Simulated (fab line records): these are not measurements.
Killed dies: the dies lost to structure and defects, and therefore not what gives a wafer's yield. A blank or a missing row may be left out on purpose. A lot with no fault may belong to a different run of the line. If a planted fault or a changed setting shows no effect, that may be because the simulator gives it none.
Chamber matching    flow sky130    SKY_VIA4_ETCH_12 on rie_diel-01 has 4 sister chambers
The step etches SiO2 in C4F8/O2/Ar, stops on TiN, target depth 580 nm. 8 wafers are shown with their chamber, then 9 later ones without.

## WAFERS WITH THEIR CHAMBER
wafer   chamber  oes_product_au (a.u.)
L078.6  3        0.933
L082.2  3        0.930
L082.3  0        0.924
L086.2  2        0.925
L086.6  2        0.930
L087.3  1        0.926
L087.4  0        0.922
L087.6  1        0.924

## WAFERS WHOSE CHAMBER IS MISSING
wafer   oes_product_au (a.u.)
L095.1  0.920
L095.4  0.923
L095.6  0.916
L096.3  0.926
L096.4  0.931
L096.5  0.929
L097.1  0.933
L097.3  0.926
L097.5  0.922

## THE CHAMBER EACH PASSED THROUGH
wafer   from the rows above                in truth
L095.1  can't be placed: 0 or 1 or 2       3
L095.4  can't be placed: 0 or 1 or 2       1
L095.6  can't be placed: 0 or 1 or 2       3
L096.3  can't be placed: 1 or 2 or 0 or 3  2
L096.4  can't be placed: 3 or 2            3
L096.5  can't be placed: 2 or 3 or 1 or 0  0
L097.1  can't be placed: 3 or 2            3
L097.3  can't be placed: 1 or 2 or 0 or 3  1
L097.5  can't be placed: 0 or 1 or 2       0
0 of 9 placed correctly. Cannot be placed on the basis of these rows: 9; the candidates contain the true chamber in 7. 0 placed wrongly.
How it was worked out, from the rows above alone: a wafer's distance from a chamber is the root of the sum, over the readings, of the square of ((its reading less the chamber's mean) divided by the reading's scatter). The wafer belongs to the nearest chamber; if the next one is less than 2 further off, it can't be placed. A chamber's mean is the mean of its shown wafers. How the scatter is found: for the shown wafers, subtract from each reading the mean of its chamber, square and add these, divide the total by (wafers less chambers), then take the root.
